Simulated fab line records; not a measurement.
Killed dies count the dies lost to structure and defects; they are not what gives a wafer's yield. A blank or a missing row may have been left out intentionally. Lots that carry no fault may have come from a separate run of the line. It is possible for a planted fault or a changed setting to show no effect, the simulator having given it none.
Matching of chambers	flow gf180mcu	3 sister chambers for GF_SAB_CVD_00 on pecvd-01
The step deposits SiO2 from TEOS, target thk 50 nm, time 4.9302 s. 16 wafers are shown with their chamber, then 8 later ones without.

== WAFERS PAIRED WITH THEIR CHAMBERS ==
wafer	chamber	heater-power-w (W)
L351.4	2	695
L351.5	1	478
L351.6	0	568
L353.1	2	699
L353.3	1	449
L353.5	0	552
L356.2	2	713
L356.4	2	577
L356.6	1	523
L358.3	0	603
L358.4	1	446
L358.5	0	628
L360.1	2	687
L360.2	1	552
L360.5	1	557
L363.1	1	548

SIGNATURES (means of the wafers above)
reading	chamber 0	chamber 1	chamber 2	scatter within a chamber
heater-power-w	587.75	507.57	674.20	48.1
Rule: for a wafer and a chamber, the distance is found by dividing, reading by reading, the gap between the wafer's reading and the chamber's mean by the reading's scatter, squaring, summing and taking the root. The wafer belongs to the nearest chamber; if the next one is less than 2 further off, it can't be placed. The scatter: take each reading less its chamber's mean, square it, sum over the shown wafers, divide by the number of wafers less the number of chambers, and take the root.

== WAFERS WHOSE CHAMBER IS MISSING ==
wafer	heater-power-w (W)
L363.2	599
L363.6	620
L369.1	591
L369.2	546
L369.3	606
L372.3	473
L372.5	486
L372.6	576

== WHICH CHAMBER EACH WENT THROUGH ==
wafer	from the rows above	in truth
L363.2	can't be placed: 0 or 2 or 1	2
L363.6	can't be placed: 0 or 2 or 1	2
L369.1	can't be placed: 0 or 2 or 1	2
L369.2	can't be placed: 1 or 0 or 2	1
L369.3	can't be placed: 0 or 2 or 1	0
L372.3	can't be placed: 1 or 0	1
L372.5	can't be placed: 1 or 0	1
L372.6	can't be placed: 0 or 1 or 2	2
Correct placement for 0 of the 8. From these rows, 8 cannot be placed; in 8 the true chamber is one of the candidates. Wrongly placed: 0.
